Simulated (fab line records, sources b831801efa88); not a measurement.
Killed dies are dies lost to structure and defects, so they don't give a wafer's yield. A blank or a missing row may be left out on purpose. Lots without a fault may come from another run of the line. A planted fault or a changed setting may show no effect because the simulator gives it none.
Chamber matching | flow gf180mcu | GF_CONTACT_ETCH_16 on rie_diel-01: 4 sister chambers
The step etches BARC in N2/H2. 8 wafers are shown with their chamber, then 7 later ones without.

WAFERS WITH THEIR CHAMBER
wafer  | chamber | drypump_motor_current_A (A) | oes_product_au (a.u.)
L107.3 | 2       | 5.6                         | 0.855
L110.4 | 1       | 5.7                         | 0.857
L110.6 | 3       | 5.7                         | 0.849
L111.1 | 3       | 5.7                         | 0.847
L111.2 | 0       | 5.3                         | 0.858
L111.5 | 1       | 5.8                         | 0.859
L116.2 | 0       | 5.3                         | 0.849
L116.5 | 2       | 5.6                         | 0.857

WAFERS WITHOUT THEIR CHAMBER
wafer  | drypump_motor_current_A (A) | oes_product_au (a.u.)
L116.6 | 5.7                         | 0.852
L119.1 | 5.3                         | 0.858
L119.3 | 5.7                         | 0.857
L119.5 | 5.7                         | 0.859
L123.3 | 5.3                         | 0.850
L123.4 | 5.8                         | 0.846
L123.5 | 5.8                         | 0.858

WHICH CHAMBER EACH WENT THROUGH
wafer  | from the rows above          | in truth
L116.6 | can't be placed: 3 or 1 or 2 | 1
L119.1 | 0                            | 0
L119.3 | can't be placed: 1 or 3 or 2 | 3
L119.5 | can't be placed: 1 or 2 or 3 | 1
L123.3 | 0                            | 0
L123.4 | can't be placed: 3 or 1      | 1
L123.5 | 1                            | 1
Placed correctly: 3 of 7. Can't be placed from these rows: 4 (the true chamber is among the candidates in 4). Placed wrongly: 0.
How it was worked out, from the rows above alone: a wafer's distance from a chamber is the root of the sum, over the readings, of the square of ((its reading less the chamber's mean) divided by the reading's scatter). The wafer belongs to the nearest chamber; if the next one is less than 2 further off, it can't be placed. A chamber's mean is the mean of its shown wafers. The scatter: the root of (the sum of the squares of (reading less its chamber's mean) over the shown wafers, divided by (wafers less chambers)).
